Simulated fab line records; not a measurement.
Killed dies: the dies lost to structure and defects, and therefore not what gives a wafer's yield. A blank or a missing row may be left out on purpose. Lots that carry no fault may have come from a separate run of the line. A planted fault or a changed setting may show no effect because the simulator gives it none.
fab line records	flow gf180mcu
record lots=6	wafers=18	lastDay=34
route steps=602 shown M4@457
lots that met no fault: taken from a fault-free run of the same line
startH: hours from the record's first day to the start of the lot's first wafer shown	waitH: hours from the lot's prior step to this one	" as in the row above	L1.1+2: a row that stands for several wafers	- value missing, or start not given	* or withheld: withheld	< > ~ a bound
route shown NAME@n: a module of which the file shows steps, and the number in the route of the first	usual: mean/standard deviation of fault-free wafers	same: alike in all rows	chamber/n: place in a boat	sites: the reading at each site	_std_site: standard deviation across them	_edge_site: mean of outer sites minus mean of inner sites	radiusMm: how far each site lies from the wafer's centre	mask NAME#n: copy n	behind: the most recent tool/chamber to have shaped the wafer	hold: why the lot was held/for how many hours/how that ended	device: transistor that didn't switch, given as n, p or np	end of line: the tests these same wafers got at the end of their route	a step given without rows: its recipe and nothing more	killed: not the wafer's yield, but the dies lost to structure and defects at the first sort	map: per-die view of a wafer (x killed, . not killed, _ where there is no die)
set.NAME: the setting the step ran with; set.NAME@STEP: the setting that earlier step ran with	model.NAME: the simulator's own value behind a step, which no gauge read
certain route steps with their lots: each step a table, each wafer a row
services: from which hour (startH, from the record's first day; less than 0 if before it) a tool's chamber was out of use, for how many hours, and why
## steps
# step GF_M4_SPUTTER_01
# recipe material=TiN	targetThkNm=30	powerW=6500	timeS=25	chamberPressurePa=0.4
# usual throttleValvePct=29.6/1
lot.wafer	tool	chamber	startH	waitH	throttleValvePct
L121.2	pvdSputter-01	-	563.34	0.1	30.0
L121.3	"	-	"	"	29.9
L121.5	"	-	"	"	28.4
L127.2	pvdSputter-01	-	616.79	0.1	28.8
L127.3	"	-	"	"	29.9
L127.5	"	-	"	"	28.6
L130.1	pvdSputter-02	-	640.07	0.1	31.3
L130.5	"	-	"	"	29.7
L130.6	"	-	"	"	29.9
L131.1	pvdSputter-04	-	643.94	0.1	29.2
L131.3	"	-	"	"	31.6
L131.4	"	-	"	"	29.1
L134.1	pvdSputter-04	-	664.06	0.1	28.6
L134.2	"	-	"	"	31.5
L134.4	"	-	"	"	29.3
L137.1	pvdSputter-02	-	686.47	0.1	29.7
L137.5	"	-	"	"	29.9
L137.6	"	-	"	"	29.7
# step GF_M4_SPUTTER_02
# recipe material=AlCu	targetThkNm=450	powerW=10600	timeS=23.9	chamberPressurePa=0.4
# usual throttleValvePct=29.6/0.99
lot.wafer	tool	chamber	startH	waitH	throttleValvePct
L121.2	pvdSputter-01	-	563.37	0.0	29.8
L121.3	"	-	"	"	29.6
L121.5	"	-	"	"	28.1
L127.2	pvdSputter-01	-	616.82	0.0	28.8
L127.3	"	-	"	"	29.7
L127.5	"	-	"	"	28.8
L130.1	pvdSputter-02	-	640.11	0.0	31.4
L130.5	"	-	"	"	29.3
L130.6	"	-	"	"	29.5
L131.1	pvdSputter-04	-	643.97	0.0	29.4
L131.3	"	-	"	"	31.6
L131.4	"	-	"	"	29.3
L134.1	pvdSputter-04	-	664.09	0.0	28.9
L134.2	"	-	"	"	31.9
L134.4	"	-	"	"	29.5
L137.1	pvdSputter-02	-	686.50	0.0	29.5
L137.5	"	-	"	"	29.8
L137.6	"	-	"	"	29.4
# step GF_M4_SPUTTER_03
# recipe material=Ti	targetThkNm=10	substrateTempC=300	chamberPressurePa=0.3	powerW=3000	timeS=6.7
# usual throttleValvePct=29.6/1
lot.wafer	tool	chamber	startH	waitH	throttleValvePct
L121.2	pvdSputter-01	-	563.40	0.0	30.0
L121.3	"	-	"	"	29.9
L121.5	"	-	"	"	28.5
L127.2	pvdSputter-01	-	616.85	0.0	28.5
L127.3	"	-	"	"	29.5
L127.5	"	-	"	"	28.8
L130.1	pvdSputter-02	-	640.14	0.0	31.3
L130.5	"	-	"	"	29.6
L130.6	"	-	"	"	29.1
L131.1	pvdSputter-04	-	644.00	0.0	29.5
L131.3	"	-	"	"	31.9
L131.4	"	-	"	"	29.7
L134.1	pvdSputter-04	-	664.12	0.0	28.6
L134.2	"	-	"	"	32.0
L134.4	"	-	"	"	29.7
L137.1	pvdSputter-02	-	686.53	0.0	29.6
L137.5	"	-	"	"	29.9
L137.6	"	-	"	"	29.4
# step GF_M4_SPUTTER_04
# recipe material=TiN	targetThkNm=50	powerW=6500	timeS=43.13	chamberPressurePa=0.4
# usual throttleValvePct=29.6/1
lot.wafer	tool	chamber	startH	waitH	throttleValvePct
L121.2	pvdSputter-01	-	563.42	0.0	29.7
L121.3	"	-	"	"	29.9
L121.5	"	-	"	"	28.3
L127.2	pvdSputter-01	-	616.87	0.0	28.6
L127.3	"	-	"	"	29.8
L127.5	"	-	"	"	28.5
L130.1	pvdSputter-02	-	640.16	0.0	31.2
L130.5	"	-	"	"	29.5
L130.6	"	-	"	"	29.5
L131.1	pvdSputter-04	-	644.02	0.0	29.6
L131.3	"	-	"	"	31.6
L131.4	"	-	"	"	29.5
L134.1	pvdSputter-04	-	664.14	0.0	28.9
L134.2	"	-	"	"	31.9
L134.4	"	-	"	"	29.5
L137.1	pvdSputter-02	-	686.56	0.0	29.7
L137.5	"	-	"	"	29.8
L137.6	"	-	"	"	29.6
# step GF_M4_RS_MEAS_05
# recipe thkMeasGauge=four-point-probe	reads=TiN_of_M4_SPUTTER_04+Ti_of_M4_SPUTTER_03+AlCu_of_M4_SPUTTER_02+TiN_of_M4_SPUTTER_01+Ti_of_M4_SPUTTER_00
# usual M4_ALCU_RS=0.0695/0.00081
lot.wafer	tool	chamber	startH	waitH	M4_ALCU_RS[ohm/sq]
L121.2	filmMetro-04	-	563.48	0.0	0.0701
L121.3	"	-	"	"	0.0692
L121.5	"	-	"	"	0.0705
L127.2	filmMetro-02	-	616.93	0.0	0.0705
L127.3	"	-	"	"	0.0696
L127.5	"	-	"	"	0.0697
L130.1	filmMetro-03	-	640.20	0.0	0.0692
L130.5	"	-	"	"	0.0692
L130.6	"	-	"	"	0.0689
L131.1	filmMetro-04	-	644.06	0.0	0.0694
L131.3	"	-	"	"	0.0705
L131.4	"	-	"	"	0.0707
L134.1	filmMetro-04	-	664.18	0.0	0.0695
L134.2	"	-	"	"	0.0702
L134.4	"	-	"	"	0.0695
L137.1	filmMetro-03	-	686.59	0.0	0.0701
L137.5	"	-	"	"	0.0700
L137.6	"	-	"	"	0.0696
# step GF_M4_THK_MEAS_06
# recipe thkMeasGauge=xrf	reads=AlCu_of_M4_SPUTTER_02
# usual M4_ALCU_THK=462/5.5
lot.wafer	tool	chamber	startH	waitH	M4_ALCU_THK[nm]
L121.2	filmMetro-04	-	563.59	0.1	457
L121.3	"	-	"	"	459
L121.5	"	-	"	"	453
L127.2	filmMetro-02	-	617.04	0.1	455
L127.3	"	-	"	"	460
L127.5	"	-	"	"	460
L130.1	filmMetro-03	-	640.32	0.1	464
L130.5	"	-	"	"	465
L130.6	"	-	"	"	465
L131.1	filmMetro-04	-	644.18	0.1	463
L131.3	"	-	"	"	457
L131.4	"	-	"	"	454
L134.1	filmMetro-04	-	664.30	0.1	461
L134.2	"	-	"	"	458
L134.4	"	-	"	"	462
L137.1	filmMetro-03	-	686.71	0.1	460
L137.5	"	-	"	"	460
L137.6	"	-	"	"	462
# step GF_M4_DEHYDRATE_07
# recipe tempC=200	timeS=60
# step GF_M4_HMDS_08
# recipe primeTimeS=60	primeTempC=120
# step GF_M4_COAT_09
# recipe resist=KrF	spinRpm=withheld	resistThkNm=1000
# step GF_M4_SOFTBAKE_10
# recipe tempC=130	timeS=60	resist=KrF
# step GF_M4_EXPOSE_11
# recipe maskId=Metal4	targetCdNm=280	na=0.68	sourceShape=conventional	sigmaOuter=0.6	doseMj=28
# step GF_M4_PEB_12
# recipe pebTempC=135	pebTimeS=90	resist=KrF
# step GF_M4_DEVELOP_13
# recipe developTimeS=60	devTempC=21
# usual chillPlateTempC=22.99/0.096	developTimeS=60/0	resistLineTempC=23.00/0.1
lot.wafer	tool	chamber	startH	waitH	chillPlateTempC	developTimeS	resistLineTempC	model.KrF_of_M4_COAT_09.thkNm
L121.2	lithoTrack-01	0	585.08	0.2	22.95	60	22.90	984.6
L121.3	"	0	"	"	22.93	60	23.03	982.7
L121.5	"	0	"	"	22.91	60	22.94	984.3
L127.2	lithoTrack-03	0	636.76	0.2	23.01	60	23.01	983.2
L127.3	"	0	"	"	22.86	60	22.86	982.5
L127.5	"	0	"	"	22.87	60	23.00	982.2
L130.1	lithoTrack-04	-	659.72	0.2	-	-	-	1000
L130.5	"	-	"	"	-	-	-	1000
L130.6	"	-	"	"	-	-	-	998.4
L131.1	lithoTrack-03	-	663.78	0.2	-	-	-	998.8
L131.3	"	-	"	"	-	-	-	998.4
L131.4	"	-	"	"	-	-	-	1000
L134.1	lithoTrack-04	0	683.27	0.2	22.95	60	23.19	987.5
L134.2	"	0	"	"	22.83	60	22.90	986.3
L134.4	"	0	"	"	22.95	60	22.99	988.1
L137.1	lithoTrack-01	0	704.65	0.2	23.23	60	22.94	984.9
L137.5	"	0	"	"	22.97	60	23.03	985.6
L137.6	"	0	"	"	23.07	60	23.22	982.7
# step GF_M4_CD_MEAS_14
# recipe targetCdNm=280
# usual cdNm=279.6/1.4
lot.wafer	tool	chamber	startH	waitH	cdNm
L121.2	cdSem-01	-	585.23	0.1	281.6
L121.3	"	-	"	"	280.6
L121.5	"	-	"	"	282.0
L127.2	cdSem-02	-	636.90	0.1	278.8
L127.3	"	-	"	"	279.7
L127.5	"	-	"	"	278.9
L130.1	cdSem-01	-	659.87	0.1	-
L130.5	"	-	"	"	-
L130.6	"	-	"	"	-
L131.1	cdSem-02	-	663.93	0.1	-
L131.3	"	-	"	"	-
L131.4	"	-	"	"	-
L134.1	cdSem-02	-	683.42	0.1	278.8
L134.2	"	-	"	"	279.4
L134.4	"	-	"	"	279.1
L137.1	cdSem-01	-	704.80	0.1	278.5
L137.5	"	-	"	"	278.4
L137.6	"	-	"	"	277.8
## services
tool	chamber	startH	hours	kind
pvdSputter-01	3	578.92	-	consumableReplace:kit
pvdSputter-01	3	578.92	18.0	scheduledDown
pvdSputter-01	3	578.92	18.0	ventCycle
pvdSputter-02	-	623.42	0.7	repair
lithoTrack-01	-	650.01	-	consumableReplace:filter
pvdSputter-02	-	654.66	1.7	repair
pvdSputter-02	3	672.90	-	consumableReplace:kit
pvdSputter-04	1	703.70	-	consumableReplace:kit
pvdSputter-04	1	703.70	18.0	scheduledDown
pvdSputter-04	1	703.70	18.0	ventCycle
## key
firstSign step=GF_M4_DEVELOP_13	reading=toolRecord	direction=missing
effect none on later readings
modelEffect step=GF_M4_DEVELOP_13	value=KrF_of_M4_COAT_09.thkNm	without=984.4	struck=999.3
metAt GF_M4_DEVELOP_13
struckWafers L130.1,L130.5,L130.6,L131.1,L131.3,L131.4
laterRowsLeftOut L130.1,L130.5,L130.6,L131.1,L131.3,L131.4
sortLeftOut L130.1,L130.5,L130.6,L131.1,L131.3,L131.4
onsetBetween 636.76 659.72
fault kind=skippedStepWhole	tool=lithoTrack-03,lithoTrack-04	chamber=-	onsetH=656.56	steps=GF_M4_DEVELOP_13	scope=struckLotsOnly
# sortLeftOut: the simulated sort isn't trusted on such a fault, so these wafers' sort isn't shown, and their yield isn't known
# laterRowsLeftOut: the simulator's readings of these wafers behind a module that went badly wrong aren't trusted and aren't shown, but for the sort
